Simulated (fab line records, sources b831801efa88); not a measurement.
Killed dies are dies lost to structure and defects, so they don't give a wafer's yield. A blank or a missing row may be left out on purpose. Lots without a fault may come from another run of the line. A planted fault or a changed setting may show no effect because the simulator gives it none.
Which tool did it? | flow gf180mcu | 6 lots, 18 wafers sampled, at 2 steps of a route of 602

WHAT THE GAUGES READ, wafer by wafer
GF_POLY_GATE_THK_MEAS_17.
lot  | measured     | on            | POLY_GATE_OXIDATION_THK (nm)
L876 | day 10 09:08 | film_metro-04 | 4.14 4.11 4.07
L879 | day 11 06:49 | film_metro-04 | 4.08 4.07 4.05
L882 | day 12 00:05 | film_metro-01 | 5.39 5.44 5.41
L887 | day 13 16:24 | film_metro-03 | 5.50 5.52 5.52
L894 | day 15 19:56 | film_metro-04 | 4.06 4.03 4.02
L896 | day 16 04:07 | film_metro-01 | 3.98 3.96 3.99

WHICH TOOL RAN EACH LOT (tool, then ch and the chambers of the sampled wafers, then the start)
lot  | GF_POLY_GATE_OXIDATION_16
L876 | furnace-02 ch 0, day 10 07:53
L879 | furnace-02 ch 0, day 11 05:34
L882 | furnace-02 ch 0, day 11 22:49
L887 | furnace-02 ch 0, day 13 15:09
L894 | furnace-01 ch 0, day 15 18:41
L896 | furnace-01 ch 0, day 16 02:51
- GF_POLY_GATE_OXIDATION_16: stabilise 600 s, purge 300 s, target thk 4 nm.

THE ANSWER, worked out from the rows above alone
Rule: what is usual is taken from the lots themselves. Put in order of their means at a reading, lots are off if they are a third of the lots or fewer, leave a main group of 4 or more, and stand apart from it by a gap of 3 or more times the standard deviation of the main group's means; of several such gaps the widest counts. A main group whose means are all the same, to the digits that the tables above print for the reading, isn't used. A lot without any number at a reading at which 4 lots or more have one is off too. The other lots that the step has rows for count as sound.
Off: L882, L887, at GF_POLY_GATE_THK_MEAS_17 (POLY_GATE_OXIDATION_THK). The main group: mean 4.05 nm, standard deviation 0.047.
A tool fits if, at a process step before that reading, it ran every lot that is off, and no sound lot after the first of them. The gauges at GF_POLY_GATE_THK_MEAS_17 are tried like those tools. One fits: furnace-02 at GF_POLY_GATE_OXIDATION_16. Its last sound lot is L879 (day 11 05:34), its first lot that is off L882 (day 11 22:49): a fault that began between those two fits.

WHAT THE SIMULATOR HAD PUT IN
Process parameter drift: furnace-02, from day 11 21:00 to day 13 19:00, at GF_POLY_GATE_OXIDATION_16. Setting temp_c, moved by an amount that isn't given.
Lots struck among those shown: L882, L887. The rule above found the same.
